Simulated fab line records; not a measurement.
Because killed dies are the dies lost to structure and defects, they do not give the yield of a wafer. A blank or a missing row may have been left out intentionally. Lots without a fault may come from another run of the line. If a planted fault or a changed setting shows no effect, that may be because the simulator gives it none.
Matching of chambers / flow gf180mcu / rie_diel-03 running GF_PASSIVATION_ETCH_11: 4 sister chambers
The step etches the open film in CF4/O2, stops on TiN, target depth 1800 nm, time 400 s. 16 wafers are shown with their chamber, then 8 later ones without.

== WAFERS, EACH WITH ITS CHAMBER ==
wafer=L076.1; chamber=3; drypump_motor_current_A (A)=5.7; bias_w (W)=149.6; throttle_valve_pct (%)=5.953
wafer=L076.3; chamber=0; drypump_motor_current_A (A)=6.1; bias_w (W)=149.4; throttle_valve_pct (%)=5.952
wafer=L076.4; chamber=2; drypump_motor_current_A (A)=5.4; bias_w (W)=150.1; throttle_valve_pct (%)=5.959
wafer=L075.1; chamber=1; drypump_motor_current_A (A)=5.7; bias_w (W)=150.2; throttle_valve_pct (%)=5.958
wafer=L075.2; chamber=2; drypump_motor_current_A (A)=5.4; bias_w (W)=150.0; throttle_valve_pct (%)=5.962
wafer=L075.3; chamber=3; drypump_motor_current_A (A)=5.7; bias_w (W)=150.0; throttle_valve_pct (%)=5.957
wafer=L077.2; chamber=2; drypump_motor_current_A (A)=5.5; bias_w (W)=149.4; throttle_valve_pct (%)=5.951
wafer=L077.5; chamber=1; drypump_motor_current_A (A)=5.7; bias_w (W)=151.0; throttle_valve_pct (%)=5.949
wafer=L077.6; chamber=2; drypump_motor_current_A (A)=5.4; bias_w (W)=149.6; throttle_valve_pct (%)=5.954
wafer=L078.2; chamber=2; drypump_motor_current_A (A)=5.5; bias_w (W)=149.8; throttle_valve_pct (%)=5.983
wafer=L078.3; chamber=0; drypump_motor_current_A (A)=6.0; bias_w (W)=149.6; throttle_valve_pct (%)=5.955
wafer=L078.5; chamber=0; drypump_motor_current_A (A)=6.0; bias_w (W)=149.5; throttle_valve_pct (%)=5.965
wafer=L083.1; chamber=1; drypump_motor_current_A (A)=5.7; bias_w (W)=150.2; throttle_valve_pct (%)=5.953
wafer=L083.3; chamber=0; drypump_motor_current_A (A)=6.1; bias_w (W)=150.3; throttle_valve_pct (%)=5.958
wafer=L083.4; chamber=2; drypump_motor_current_A (A)=5.4; bias_w (W)=150.1; throttle_valve_pct (%)=5.959
wafer=L085.1; chamber=2; drypump_motor_current_A (A)=5.4; bias_w (W)=150.6; throttle_valve_pct (%)=5.974

SIGNATURES (means of the wafers above)
reading=drypump_motor_current_A; chamber 0=6.050; chamber 1=5.700; chamber 2=5.429; chamber 3=5.700; scatter within a chamber=0.045
reading=bias_w; chamber 0=149.700; chamber 1=150.467; chamber 2=149.943; chamber 3=149.800; scatter within a chamber=0.4
reading=throttle_valve_pct; chamber 0=5.95750; chamber 1=5.95333; chamber 2=5.96314; chamber 3=5.95500; scatter within a chamber=0.00876
Rule: a wafer's distance from a chamber is the root of the sum, over the readings, of the square of ((its reading less the chamber's mean) divided by the reading's scatter). The wafer belongs to the nearest chamber; if the next one is less than 2 further off, it can't be placed. How the scatter is found: for the shown wafers, subtract from each reading the mean of its chamber, square and add these, divide the total by (wafers less chambers), then take the root.

== WAFERS WHOSE CHAMBER IS MISSING ==
wafer=L085.2; drypump_motor_current_A (A)=5.7; bias_w (W)=150.3; throttle_valve_pct (%)=5.945
wafer=L085.3; drypump_motor_current_A (A)=6.1; bias_w (W)=149.9; throttle_valve_pct (%)=5.973
wafer=L086.2; drypump_motor_current_A (A)=5.5; bias_w (W)=150.4; throttle_valve_pct (%)=5.972
wafer=L086.3; drypump_motor_current_A (A)=6.0; bias_w (W)=150.6; throttle_valve_pct (%)=5.955
wafer=L086.6; drypump_motor_current_A (A)=5.6; bias_w (W)=150.1; throttle_valve_pct (%)=5.962
wafer=L088.1; drypump_motor_current_A (A)=5.6; bias_w (W)=150.1; throttle_valve_pct (%)=5.962
wafer=L088.5; drypump_motor_current_A (A)=5.7; bias_w (W)=149.8; throttle_valve_pct (%)=5.964
wafer=L088.6; drypump_motor_current_A (A)=6.0; bias_w (W)=150.1; throttle_valve_pct (%)=5.959

== WHICH CHAMBER EACH ONE RAN IN ==
wafer=L085.2; from the rows above=can't be placed: 1 or 3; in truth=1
wafer=L085.3; from the rows above=0; in truth=0
wafer=L086.2; from the rows above=2; in truth=2
wafer=L086.3; from the rows above=0; in truth=0
wafer=L086.6; from the rows above=can't be placed: 3 or 1 or 2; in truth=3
wafer=L088.1; from the rows above=can't be placed: 3 or 1 or 2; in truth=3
wafer=L088.5; from the rows above=can't be placed: 3 or 1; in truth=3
wafer=L088.6; from the rows above=0; in truth=0
Correctly placed: 4 of 8. Can't be placed from these rows: 4 (the true chamber is among the candidates in 4). Placed wrongly: 0.
